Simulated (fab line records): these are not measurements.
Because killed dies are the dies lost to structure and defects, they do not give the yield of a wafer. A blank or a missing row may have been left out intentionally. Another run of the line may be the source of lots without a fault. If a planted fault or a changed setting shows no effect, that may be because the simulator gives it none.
fab line records	flow sky130
[record] lots = 5	wafers = 23
route steps=708 shown LOCAL_INTERCONNECT@397 CONTACT@408 METAL1@434 VIA1@460 METAL2@487 VIA2@509
start_h: hours from the record's first day to the start of the lot's first wafer shown	wait_h: hours since the lot's step before	" same as the row above	L1.1+2: one row covering several wafers at once	- no value, or no start given	* or withheld: withheld	< > ~ a bound
route shown NAME@n: names a module that has steps shown in the file, with the first one's number in the route	usual: the fault-free wafers' mean and standard deviation	same: alike in all rows	chamber/n: place in a boat	sites: per-site readings	_std_site: their standard deviation	_edge_site: the outer-site mean with the inner-site mean subtracted	radius_mm: for every site, how far away it sits from the centre of the wafer	mask NAME#n: copy n	behind: tool/chamber where the wafer was last shaped	hold: the reason the lot was held/the length of the hold in hours/how it ended	device: transistor that didn't switch, given as n, p or np	end of line: the route-end tests of the same wafers	a step without rows: its recipe alone	killed: the dies lost at the first sort to structure and to defects; this is not the yield of the wafer	map: a wafer's dies, marking killed ones x, the rest . and places with no die _
set.NAME: the setting the step ran with; set.NAME@STEP: the setting that earlier step ran with	model.NAME: the simulator's own value behind a step, which no gauge read
one table per step and one row per wafer, for lots whose settings were changed on purpose
[[steps]]
[step SKY_LOCAL_INTERCONNECT_DEVELOP_10]
[recipe] develop_time_s = 60	resist = KrF-thick	dev_temp_c = 21
lot.wafer	tool	chamber	start_h	wait_h	set.develop_time_s
L074.2+4+5	litho_track-02	0	-	-	60
L076.1+2+4+5+6	litho_track-03	0	-	-	60
L081.1+2	litho_track-01	0	-	-	67.46
L081.3+5+6	"	0	"	"	60
L083.1+3	litho_track-03	0	-	-	51.87
L083.2+4+6	"	0	"	"	60
L085.1+2+4+5+6	litho_track-03	0	-	-	60
[step SKY_LOCAL_INTERCONNECT_ETCH_13]
[recipe] chemistry = N2/H2	target = BARC	ion_energy_ev = 200	bias_w = 100	pressure_mtorr = 30	n2_flow_sccm = 100	h2_flow_sccm = 200	icp_w = 500	stop_on = SiO2	time_s = 45.9	target_depth_a = 600
[step SKY_LOCAL_INTERCONNECT_METAL_ETCH_14]
[recipe] target_depth_nm = 110	stop_on = PSG	chemistry = Cl2/BCl3	target = TiN	resist_sidewall_deg = 88	pressure_mtorr = 10	icp_w = 900	bias_w = 48.5	Cl2_flow_sccm = 60	bcl3_flow_sccm = 30	time_s = 31.4
[usual] oes_product_au = 0.941/0.0066
lot.wafer	tool	chamber	start_h	wait_h	set.power_w@LOCAL_INTERCONNECT_SPUTTER_00	oes_product_au	model.LOCAL_INTERCONNECT.feature_depth_nm
L074.2	rie_metal-01	0	706.73	0.0	6500	0.932	98.35
L074.4	"	0	"	"	6500	0.947	100.2
L074.5	"	1	"	"	6500	0.943	99.88
L076.1	rie_metal-03	1	726.45	0.0	6500	0.932	99.38
L076.2	"	0	"	"	6500	0.941	100.5
L076.4	"	1	"	"	6500	0.928	96.77
L076.5	"	0	"	"	6500	0.933	98.64
L076.6	"	1	"	"	6500	0.943	101.1
L081.1	rie_metal-02	0	772.63	0.0	6156	0.909	-
L081.2	"	1	"	"	6156	0.906	-
L081.3	"	1	"	"	6500	0.939	100.5
L081.5	"	0	"	"	6156	0.919	-
L081.6	"	1	"	"	6500	0.936	100.3
L083.1	rie_metal-02	0	777.56	0.0	6783	0.965	103.1
L083.2	"	1	"	"	6783	0.964	104.3
L083.3	"	0	"	"	6783	0.963	104.2
L083.4	"	1	"	"	6500	0.940	99.55
L083.6	"	0	"	"	6500	0.935	99.25
L085.1	rie_metal-01	1	800.70	0.0	6814	0.966	104.6
L085.2	"	0	"	"	6500	0.936	99.04
L085.4	"	1	"	"	6500	0.945	101.2
L085.5	"	0	"	"	6814	0.967	105.9
L085.6	"	1	"	"	6814	0.969	105.1
[step SKY_CONTACT_HDPCVD_02]
[recipe] material = SiO2	target_thk_nm = 565	sigma_open_frac = 0.3	time_s = 94.2	temp_c = 600	sih4_flow_sccm = 60	pressure_mtorr = 6
lot.wafer	tool	chamber	start_h	wait_h	set.time_s
L074.2+4+5	hdpcvd-01	0,2,1	707.48	0.0	94.2
L076.1+2+5	hdpcvd-02	1,0,0	727.22	0.1	85.66
L076.4+6	"	2,1	"	"	94.2
L081.1+2+3+5+6	hdpcvd-01	0,2,1,0,2	773.37	0.1	94.2
L083.1+2+4	hdpcvd-01	0,2,0	778.30	0.1	99.53
L083.3+6	"	1	"	"	94.2
L085.1+2+4+5+6	hdpcvd-01	0,1,1,2,0	801.58	0.1	94.2
[step SKY_CONTACT_THK_MEAS_03]
[recipe] reads = SiO2_of_CONTACT_HDPCVD_02
[usual] CONTACT_HDPCVD_THK = 570/6.2
lot.wafer	tool	chamber	start_h	wait_h	set.time_s@CONTACT_HDPCVD_02	CONTACT_HDPCVD_THK[nm]
L074.2	film_metro-02	-	707.56	0.0	94.2	572
L074.4	"	-	"	"	94.2	570
L074.5	"	-	"	"	94.2	576
L076.1	film_metro-03	-	727.29	0.0	85.66	509
L076.2	"	-	"	"	85.66	520
L076.4	"	-	"	"	94.2	557
L076.5	"	-	"	"	85.66	515
L076.6	"	-	"	"	94.2	567
L081.1	film_metro-02	-	773.44	0.0	94.2	570
L081.2	"	-	"	"	94.2	568
L081.3	"	-	"	"	94.2	582
L081.5	"	-	"	"	94.2	562
L081.6	"	-	"	"	94.2	568
L083.1	film_metro-04	-	778.37	0.0	99.53	611
L083.2	"	-	"	"	99.53	611
L083.3	"	-	"	"	94.2	588
L083.4	"	-	"	"	99.53	607
L083.6	"	-	"	"	94.2	587
L085.1	film_metro-02	-	801.64	0.0	94.2	567
L085.2	"	-	"	"	94.2	575
L085.4	"	-	"	"	94.2	577
L085.5	"	-	"	"	94.2	567
L085.6	"	-	"	"	94.2	573
[step SKY_CONTACT_COAT_09]
[recipe] resist = KrF-thick	spin_rpm = 3000	resist_thk_nm = 450
lot.wafer	tool	chamber	start_h	wait_h	set.resist_thk_nm	model.KrF-thick_of_CONTACT_COAT_09.thk_nm
L074.2	litho_track-03	0	-	-	450	447.9
L074.4	"	0	"	"	450	449.3
L074.5	"	0	"	"	450	448.2
L076.1	litho_track-04	0	-	-	450	449.5
L076.2	"	0	"	"	450	447.9
L076.4	"	0	"	"	450	451.2
L076.5	"	0	"	"	450	449.1
L076.6	"	0	"	"	450	450.1
L081.1	litho_track-04	0	-	-	450	451.4
L081.2	"	0	"	"	467.4	468.5
L081.3	"	0	"	"	450	451.2
L081.5	"	0	"	"	467.4	467
L081.6	"	0	"	"	450	451.1
L083.1	litho_track-02	0	-	-	450	448.3
L083.2	"	0	"	"	450	449.6
L083.3	"	0	"	"	450	449
L083.4	"	0	"	"	450	450.5
L083.6	"	0	"	"	450	449.8
L085.1	litho_track-04	0	-	-	428	427.9
L085.2	"	0	"	"	428	427.1
L085.4	"	0	"	"	450	450.3
L085.5	"	0	"	"	428	428.7
L085.6	"	0	"	"	450	450.4
[step SKY_CONTACT_EXPOSE_11]
[recipe] mask_id = CTM1	na = 0.8	source_shape = annular	sigma_inner = 0.55	sigma_outer = 0.85	target_cd_nm = 170	dose_mj = 38
lot.wafer	tool	chamber	start_h	wait_h	mask	set.dose_mj
L074.2+4+5	krf_scanner-02	0	-	-	CTM1#0	38
L076.1+2+4	krf_scanner-02	0	-	-	CTM1#0	38
L076.5+6	"	0	"	"	CTM1#0	37.28
L081.1+2+3	krf_scanner-02	0	-	-	CTM1#0	38
L081.5+6	"	0	"	"	CTM1#0	35.43
L083.1+2+6	krf_scanner-02	0	-	-	CTM1#0	38
L083.3+4	"	0	"	"	CTM1#0	37.25
L085.1+4	krf_scanner-02	0	-	-	CTM1#0	38
L085.2+5+6	"	0	"	"	CTM1#0	36.44
[step SKY_CONTACT_PEB_12]
[recipe] peb_temp_c = withheld	peb_time_s = withheld	resist = KrF-thick
[step SKY_CONTACT_DEVELOP_13]
[recipe] develop_time_s = 60	resist = KrF-thick	dev_temp_c = 21
[step SKY_CONTACT_CD_MEAS_14]
[recipe] target_cd_nm = 170
[usual] cd_nm = 169.9/1.7
lot.wafer	tool	chamber	start_h	wait_h	set.dose_mj@CONTACT_EXPOSE_11	cd_nm
L074.2	cd_sem-02	-	735.19	-	38	169.8
L074.4	"	-	"	"	38	170.7
L074.5	"	-	"	"	38	171.5
L076.1	cd_sem-01	-	754.56	-	38	168.1
L076.2	"	-	"	"	38	167.7
L076.4	"	-	"	"	38	168.2
L076.5	"	-	"	"	37.28	165.2
L076.6	"	-	"	"	37.28	164.3
L081.1	cd_sem-02	-	800.87	-	38	170.3
L081.2	"	-	"	"	38	171.3
L081.3	"	-	"	"	38	171.1
L081.5	"	-	"	"	35.43	157.4
L081.6	"	-	"	"	35.43	158.9
L083.1	cd_sem-02	-	805.49	-	38	167.9
L083.2	"	-	"	"	38	168.1
L083.3	"	-	"	"	37.25	163.7
L083.4	"	-	"	"	37.25	163.2
L083.6	"	-	"	"	38	167.9
L085.1	cd_sem-01	-	828.56	-	38	169.0
L085.2	"	-	"	"	36.44	159.4
L085.4	"	-	"	"	38	168.4
L085.5	"	-	"	"	36.44	163.8
L085.6	"	-	"	"	36.44	161.2
[step SKY_CONTACT_ETCH_16]
[recipe] chemistry = N2/H2	target = BARC	ion_energy_ev = 200	source_w = 500	bias_w = 100	pressure_mtorr = 30	n2_flow_sccm = 100	h2_flow_sccm = 200	stop_on = SiO2	time_s = 45.9	target_depth_a = 600
lot.wafer	tool	chamber	start_h	wait_h	set.dose_mj@CONTACT_EXPOSE_11	model.CONTACT.cd_nm
L074.2	rie_diel-01	0	735.33	0.0	38	168.9
L074.4	"	1	"	"	38	171.6
L074.5	"	3	"	"	38	172.5
L076.1+2	rie_diel-02	3,0	754.72	0.0	38	167.9
L076.4	"	1	"	"	38	166.2
L076.5	"	0	"	"	37.28	164.8
L076.6	"	3	"	"	37.28	164.2
L081.1	rie_diel-02	3	801.03	0.0	38	170.9
L081.2	"	2	"	"	38	171.4
L081.3	"	1	"	"	38	169.9
L081.5	"	2	"	"	35.43	158
L081.6	"	3	"	"	35.43	159.5
L083.1+6	rie_diel-04	1,2	805.64	0.0	38	167.9
L083.2	"	0	"	"	38	166.5
L083.3	"	2	"	"	37.25	163.9
L083.4	"	3	"	"	37.25	163
L085.1	rie_diel-01	3	828.72	0.0	38	168.6
L085.2	"	1	"	"	36.44	159.5
L085.4	"	2	"	"	38	166.8
L085.5	"	3	"	"	36.44	162.4
L085.6	"	2	"	"	36.44	160.3
[step SKY_CONTACT_ETCH_17]
[recipe] target = SiO2	chemistry = C4F8/O2/Ar	stop_on = Si3N4	mask_material = KrF-thick	source_w = 1500	bias_w = 1200	pressure_mtorr = 40	c4f8_flow_sccm = withheld	O2_flow_sccm = 6	Ar_flow_sccm = 300	time_s = withheld	target_depth_a = 3400
[step SKY_CONTACT_ETCH_18]
[recipe] target = Si3N4	chemistry = CHF3/O2	stop_on = TiN	source_w = 600	bias_w = 200	pressure_mtorr = 40	chf3_flow_sccm = 50	O2_flow_sccm = 5	time_s = 39	target_depth_a = 750
lot.wafer	tool	chamber	start_h	wait_h	set.resist_thk_nm@CONTACT_COAT_09	model.KrF-thick_of_CONTACT_COAT_09.thk_nm
L074.2	rie_diel-01	0	-	-	450	240.1
L074.4	"	1	"	"	450	242.2
L074.5	"	3	"	"	450	235.8
L076.1	rie_diel-02	3	-	-	450	237
L076.2	"	0	"	"	450	235.4
L076.4	"	1	"	"	450	239.9
L076.5	"	0	"	"	450	237.2
L076.6	"	3	"	"	450	237.9
L081.1	rie_diel-02	3	-	-	450	237.2
L081.2	"	2	"	"	467.4	258.7
L081.3	"	1	"	"	450	239.7
L081.5	"	2	"	"	467.4	256.9
L081.6	"	3	"	"	450	237.7
L083.1	rie_diel-04	1	-	-	450	240.5
L083.2	"	0	"	"	450	238.7
L083.3	"	2	"	"	450	244.3
L083.4	"	3	"	"	450	242.6
L083.6	"	2	"	"	450	244.2
L085.1	rie_diel-01	3	-	-	428	214.6
L085.2	"	1	"	"	428	219.6
L085.4	"	2	"	"	450	237.4
L085.5	"	3	"	"	428	214.8
L085.6	"	2	"	"	450	237.7
[step SKY_CONTACT_STRIP_19]
[recipe] chemistry = O2/N2	power_w = 1400	pressure_mtorr = 1500	platen_temp_c = withheld	o2_flow_sccm = 3000	n2_flow_sccm = 300	overash_fraction = 0.5
[usual] strip_time_to_endpoint_s = 3.578/0.028
lot.wafer	tool	chamber	start_h	wait_h	set.resist_thk_nm@CONTACT_COAT_09	strip_time_to_endpoint_s
L074.2	plasma_asher-03	0	735.46	-	450	3.580
L074.4	"	0	"	"	450	3.612
L074.5	"	0	"	"	450	3.537
L076.1	plasma_asher-04	0	754.85	-	450	3.545
L076.2	"	1	"	"	450	3.531
L076.4	"	0	"	"	450	3.595
L076.5	"	0	"	"	450	3.558
L076.6	"	1	"	"	450	3.561
L081.1	plasma_asher-03	1	801.16	-	450	3.587
L081.2	"	0	"	"	467.4	3.789
L081.3	"	0	"	"	450	3.592
L081.5	"	1	"	"	467.4	3.781
L081.6	"	0	"	"	450	3.571
L083.1	plasma_asher-03	0	805.77	-	450	3.595
L083.2	"	1	"	"	450	3.565
L083.3	"	1	"	"	450	3.624
L083.4	"	0	"	"	450	3.608
L083.6	"	1	"	"	450	3.636
L085.1	plasma_asher-04	1	828.85	-	428	3.310
L085.2	"	0	"	"	428	3.377
L085.4	"	1	"	"	450	3.550
L085.5	"	1	"	"	428	3.315
L085.6	"	0	"	"	450	3.554
[step SKY_CONTACT_SPUTTER_23]
[recipe] material = TiN	target_thk_nm = 20	chamber_pressure_pa = 5	power_w = 4000	time_s = 80
lot.wafer	tool	chamber	start_h	wait_h	set.power_w	model.TiN_of_CONTACT_SPUTTER_23.thk_nm
L074.2	pvd_sputter-01	-	736.06	0.0	4000	20.31
L074.4	"	-	"	"	4000	19.75
L074.5	"	-	"	"	4000	20.28
L076.1	pvd_sputter-03	-	755.44	0.0	4000	19.94
L076.2	"	-	"	"	3878	19.5
L076.4	"	-	"	"	4000	20.22
L076.5	"	-	"	"	3878	19.51
L076.6	"	-	"	"	4000	19.65
L081.1	pvd_sputter-03	-	801.80	0.0	4185	21.44
L081.2	"	-	"	"	4000	20.2
L081.3	"	-	"	"	4000	20.35
L081.5	"	-	"	"	4185	21.38
L081.6	"	-	"	"	4185	21.19
L083.1	pvd_sputter-03	-	806.38	0.0	4000	20.13
L083.2	"	-	"	"	3533	17.79
L083.3	"	-	"	"	4000	19.87
L083.4	"	-	"	"	4000	20
L083.6	"	-	"	"	3533	17.89
L085.1	pvd_sputter-04	-	829.91	0.0	4258	20.9
L085.2	"	-	"	"	4000	20.08
L085.4	"	-	"	"	4000	19.59
L085.5	"	-	"	"	4258	21.46
L085.6	"	-	"	"	4000	20.13
[step SKY_METAL1_SPUTTER_00]
[recipe] material = Ti	target_thk_nm = 15	power_w = 3000	time_s = 10	chamber_pressure_pa = 0.4
lot.wafer	tool	chamber	start_h	wait_h	set.time_s	model.Ti_of_METAL1_SPUTTER_00.thk_nm
L074.2	pvd_sputter-04	-	736.71	0.1	10	14.74
L074.4	"	-	"	"	10	15.09
L074.5	"	-	"	"	10	14.86
L076.1	pvd_sputter-02	-	756.09	0.1	10	15.64
L076.2	"	-	"	"	8.886	13.46
L076.4	"	-	"	"	8.886	13.47
L076.5	"	-	"	"	10	15.5
L076.6	"	-	"	"	10	15.05
L081.1	pvd_sputter-02	-	802.45	0.2	10	15.05
L081.2	"	-	"	"	10	15.03
L081.3	"	-	"	"	10	14.98
L081.5	"	-	"	"	10	14.96
L081.6	"	-	"	"	10	15.15
L083.1	pvd_sputter-02	-	807.03	0.2	10	15.51
L083.2	"	-	"	"	10	15.27
L083.3	"	-	"	"	10.57	16.34
L083.4	"	-	"	"	10.57	16.51
L083.6	"	-	"	"	10.57	16.28
L085.1	pvd_sputter-02	-	830.56	0.1	10	15.04
L085.2	"	-	"	"	10.97	16.46
L085.4	"	-	"	"	10	15.25
L085.5	"	-	"	"	10.97	16.51
L085.6	"	-	"	"	10	15.13
[step SKY_VIA1_CMP_02]
[recipe] material = SiO2	down_force_psi = 4	platen_rpm = 60	pad_velocity_m_s = 0.94248
lot.wafer	tool	chamber	start_h	wait_h	set.leave_above_ref_nm	model.SiO2_of_VIA1_HDPCVD_00.thk_nm
L074.4	cmp-02	0	764.60	0.0	345	345.3
L074.2	"	1	"	"	345	343.6
L074.5	"	1	"	"	345	343.1
L076.1	cmp-02	1	784.53	0.1	345	343.6
L076.4	"	2	"	"	337.3	336.4
L076.2	"	3	"	"	337.3	338.2
L076.6	"	1	"	"	345	343.7
L076.5	"	2	"	"	337.3	336.1
L081.3	cmp-01	0	830.49	0.0	322.3	322.8
L081.2	"	1	"	"	322.3	325
L081.1+5	"	2,1	"	"	345	-
L081.6	"	0	"	"	322.3	-
L083.2	cmp-02	2	834.34	0.0	345	344.5
L083.1	"	3	"	"	334.2	-
L083.4	"	0	"	"	334.2	334
L083.3	"	1	"	"	345	-
L083.6	"	3	"	"	334.2	336
L085.2+1+6	cmp-02	3,2,3	856.98	0.0	345	-
L085.4	"	1	"	"	345	343.9
L085.5	"	0	"	"	345	345.4
[step SKY_VIA1_DEVELOP_11]
[recipe] develop_time_s = 60	resist = KrF-thick	dev_temp_c = 21
lot.wafer	tool	chamber	start_h	wait_h	set.dev_temp_c
L074.2+4+5	litho_track-01	0	-	-	21
L076.1+2+5	litho_track-04	0	-	-	23.88
L076.4+6	"	0	"	"	21
L081.1+2+3	litho_track-01	0	-	-	21
L081.5+6	"	0	"	"	24.05
L083.1+2+3+4+6	litho_track-04	0	-	-	21
L085.1+4	litho_track-04	0	-	-	23.72
L085.2+5+6	"	0	"	"	21
[step SKY_VIA1_ETCH_14]
[recipe] chemistry = N2/H2	target = BARC	ion_energy_ev = 200	source_w = 500	bias_w = 100	pressure_mtorr = 30	n2_flow_sccm = 100	h2_flow_sccm = 200	stop_on = SiO2	time_s = 45.9	target_depth_a = 600
[step SKY_VIA1_ETCH_15]
[recipe] target = SiO2	chemistry = C4F8/O2/Ar	target_depth_nm = 351	stop_on = TiN	mask_material = KrF-thick	source_w = 1500	bias_w = 1200	pressure_mtorr = 40	c4f8_flow_sccm = withheld	O2_flow_sccm = 6	Ar_flow_sccm = 300	time_s = 54
[usual] oes_product_au = 0.986/0.0052
lot.wafer	tool	chamber	start_h	wait_h	set.leave_above_ref_nm@VIA1_CMP_02	oes_product_au	model.VIA1.feature_depth_nm
L074.2	rie_diel-02	1	792.06	0.0	345	0.974	343.6
L074.4	"	3	"	"	345	0.988	345.3
L074.5	"	1	"	"	345	0.981	343.1
L076.1	rie_diel-02	3	811.52	0.0	345	0.991	343.6
L076.2	"	0	"	"	337.3	0.971	338.2
L076.4	"	2	"	"	337.3	0.965	336.4
L076.5	"	2	"	"	337.3	0.981	336.1
L076.6	"	3	"	"	345	0.985	343.7
L081.1	rie_diel-04	1	856.36	0.0	345	0.985	345.2
L081.2	"	0	"	"	322.3	0.952	325
L081.3	"	3	"	"	322.3	0.960	322.8
L081.5	"	0	"	"	345	0.981	346.8
L081.6	"	3	"	"	322.3	0.951	323.6
L083.1	rie_diel-02	0	860.62	0.0	334.2	0.974	335.5
L083.2	"	3	"	"	345	0.983	344.5
L083.3	"	2	"	"	345	0.986	343.5
L083.4	"	1	"	"	334.2	0.971	334
L083.6	"	1	"	"	334.2	0.973	336
L085.1	rie_diel-03	3	882.67	0.0	345	0.991	344.1
L085.2	"	2	"	"	345	0.988	346.2
L085.4	"	1	"	"	345	0.987	343.9
L085.5	"	1	"	"	345	0.984	345.4
L085.6	"	2	"	"	345	0.986	345.8
[step SKY_VIA1_SPUTTER_20]
[recipe] material = TiN	target_thk_nm = 20	chamber_pressure_pa = 5	power_w = 4000	time_s = 80
lot.wafer	tool	chamber	start_h	wait_h	set.chamber_pressure_pa	model.TiN_of_VIA1_SPUTTER_20.thk_nm
L074.2	pvd_sputter-03	-	792.71	0.0	5	20.33
L074.4	"	-	"	"	5	20.04
L074.5	"	-	"	"	5	20.4
L076.1	pvd_sputter-03	-	812.25	0.0	5	20.37
L076.2	"	-	"	"	5	20.18
L076.4	"	-	"	"	5	20.41
L076.5	"	-	"	"	5	20.15
L076.6	"	-	"	"	5	20.61
L081.1	pvd_sputter-02	-	857.04	0.0	4.326	22.78
L081.2	"	-	"	"	4.326	23.04
L081.3	"	-	"	"	4.326	23.01
L081.5	"	-	"	"	4.326	23.14
L081.6	"	-	"	"	4.326	23.31
L083.1	pvd_sputter-04	-	861.26	0.0	5.578	18.27
L083.2	"	-	"	"	5.578	17.86
L083.3	"	-	"	"	5.578	17.98
L083.4	"	-	"	"	5.578	17.68
L083.6	"	-	"	"	5.578	17.65
L085.1	pvd_sputter-04	-	883.35	0.0	5	19.89
L085.2	"	-	"	"	5	19.96
L085.4	"	-	"	"	5	20.46
L085.5	"	-	"	"	5	20.36
L085.6	"	-	"	"	5	19.88
[step SKY_METAL2_SPUTTER_04]
[recipe] material = TiN	target_thk_nm = 70	power_w = 6500	time_s = 58.3	chamber_pressure_pa = 0.4
lot.wafer	tool	chamber	start_h	wait_h	set.time_s	model.TiN_of_METAL2_SPUTTER_04.thk_nm
L074.2	pvd_sputter-02	-	793.44	0.0	58.3	70.87
L074.4	"	-	"	"	58.3	71.2
L074.5	"	-	"	"	58.3	71.05
L076.1	pvd_sputter-01	-	812.98	0.0	60.93	72.23
L076.2	"	-	"	"	60.93	73.18
L076.4	"	-	"	"	58.3	68.96
L076.5	"	-	"	"	58.3	68.32
L076.6	"	-	"	"	60.93	71.81
L081.1	pvd_sputter-01	-	857.77	0.0	53.99	64.05
L081.2	"	-	"	"	58.3	70.54
L081.3	"	-	"	"	58.3	69.97
L081.5	"	-	"	"	53.99	65.24
L081.6	"	-	"	"	53.99	64.58
L083.1	pvd_sputter-02	-	861.98	0.0	52.96	62.69
L083.2	"	-	"	"	58.3	69.04
L083.3	"	-	"	"	52.96	62.18
L083.4	"	-	"	"	58.3	69.81
L083.6	"	-	"	"	58.3	69.43
L085.1	pvd_sputter-01	-	884.07	0.0	61.33	72.31
L085.2	"	-	"	"	61.33	72.44
L085.4	"	-	"	"	58.3	69.12
L085.5	"	-	"	"	58.3	68.63
L085.6	"	-	"	"	61.33	73.03
[step SKY_VIA2_CMP_02]
[recipe] material = SiO2	down_force_psi = 4	platen_rpm = 60	pad_velocity_m_s = 0.94248
lot.wafer	tool	chamber	start_h	wait_h	set.leave_above_ref_nm	model.SiO2_of_VIA2_HDPCVD_00.thk_nm
L074.4	cmp-02	2	820.98	0.1	495	494.7
L074.2	"	3	"	"	495	497.5
L074.5	"	1	"	"	495	495.9
L076.4+6	cmp-02	3	842.88	0.0	505.3	505.6
L076.1	"	0	"	"	505.3	506.5
L076.2	"	2	"	"	495	495.3
L076.5	"	0	"	"	495	494.5
L081.3	cmp-01	0	884.80	0.0	495	494.3
L081.2	"	1	"	"	495	497.2
L081.1	"	3	"	"	531.5	531.9
L081.5	"	0	"	"	495	495.3
L081.6	"	1	"	"	531.5	533
L083.2	cmp-02	1	889.00	0.0	495	494.4
L083.1	"	2	"	"	530.4	531
L083.3	"	3	"	"	495	495.7
L083.4	"	0	"	"	495	494.7
L083.6	"	2	"	"	530.4	529.2
L085.1	cmp-02	1	910.78	0.1	479.2	478.2
L085.4	"	2	"	"	479.2	480.4
L085.2	"	3	"	"	479.2	479.9
L085.6	"	0	"	"	495	496.3
L085.5	"	1	"	"	495	495.1
[[key]]
[split] step = SKY_LOCAL_INTERCONNECT_DEVELOP_10	setting = develop_time_s	stated = 60	by = wafer
response none clear
[split] step = SKY_CONTACT_HDPCVD_02	setting = time_s	stated = 94.2	by = wafer
[response] step = SKY_CONTACT_THK_MEAS_03	reading = CONTACT_HDPCVD_THK	change = +4.83	per = 1%	r = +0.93
[split] step = SKY_CONTACT_COAT_09	setting = resist_thk_nm	stated = 450	by = wafer
[response] step = SKY_CONTACT_COAT_09	reading = model.KrF-thick_of_CONTACT_COAT_09.thk_nm	change = +4.47	per = 1%	r = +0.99
[response] step = SKY_CONTACT_ETCH_18	reading = model.KrF-thick_of_CONTACT_COAT_09.thk_nm	change = +4.62	per = 1%	r = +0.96
[response] step = SKY_CONTACT_STRIP_19	reading = strip_time_to_endpoint_s	change = *	per = 1%	r = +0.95
[split] step = SKY_CONTACT_EXPOSE_11	setting = dose_mj	stated = 38	by = wafer
[response] step = SKY_CONTACT_CD_MEAS_14	reading = cd_nm	change = +1.87	per = 1%	r = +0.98
[response] step = SKY_CONTACT_ETCH_16	reading = model.CONTACT.cd_nm	change = +1.75	per = 1%	r = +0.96
[split] step = SKY_CONTACT_SPUTTER_23	setting = power_w	stated = 4000	by = wafer
[response] step = SKY_CONTACT_SPUTTER_23	reading = model.TiN_of_CONTACT_SPUTTER_23.thk_nm	change = +0.19	per = 1%	r = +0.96
[split] step = SKY_METAL1_SPUTTER_00	setting = time_s	stated = 10	by = wafer
[response] step = SKY_METAL1_SPUTTER_00	reading = model.Ti_of_METAL1_SPUTTER_00.thk_nm	change = +0.161	per = 1%	r = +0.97
[split] step = SKY_VIA1_CMP_02	setting = leave_above_ref_nm	stated = 345	by = wafer
[response] step = SKY_VIA1_CMP_02	reading = model.SiO2_of_VIA1_HDPCVD_00.thk_nm	change = +3.03	per = 1%	r = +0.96
[response] step = SKY_VIA1_ETCH_15	reading = oes_product_au	change = +0.00456	per = 1%	r = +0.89
[response] step = SKY_VIA1_ETCH_15	reading = model.VIA1.feature_depth_nm	change = +3.25	per = 1%	r = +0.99
[split] step = SKY_VIA1_DEVELOP_11	setting = dev_temp_c	stated = 21	by = wafer
response none clear
[split] step = SKY_VIA1_SPUTTER_20	setting = chamber_pressure_pa	stated = 5	by = lot
[response] step = SKY_VIA1_SPUTTER_20	reading = model.TiN_of_VIA1_SPUTTER_20.thk_nm	change = -0.206	per = 1%	r = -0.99
[split] step = SKY_METAL2_SPUTTER_04	setting = time_s	stated = 58.3	by = wafer
[response] step = SKY_METAL2_SPUTTER_04	reading = model.TiN_of_METAL2_SPUTTER_04.thk_nm	change = +0.764	per = 1%	r = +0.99
[split] step = SKY_VIA2_CMP_02	setting = leave_above_ref_nm	stated = 495	by = wafer
[response] step = SKY_VIA2_CMP_02	reading = model.SiO2_of_VIA2_HDPCVD_00.thk_nm	change = +4.98	per = 1%	r = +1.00
split outside_this_file step=SKY_LOCAL_INTERCONNECT_SPUTTER_00 setting=power_w
// split outside_this_file: this setting was split too, and the file shows its column; the key of that split is in another file
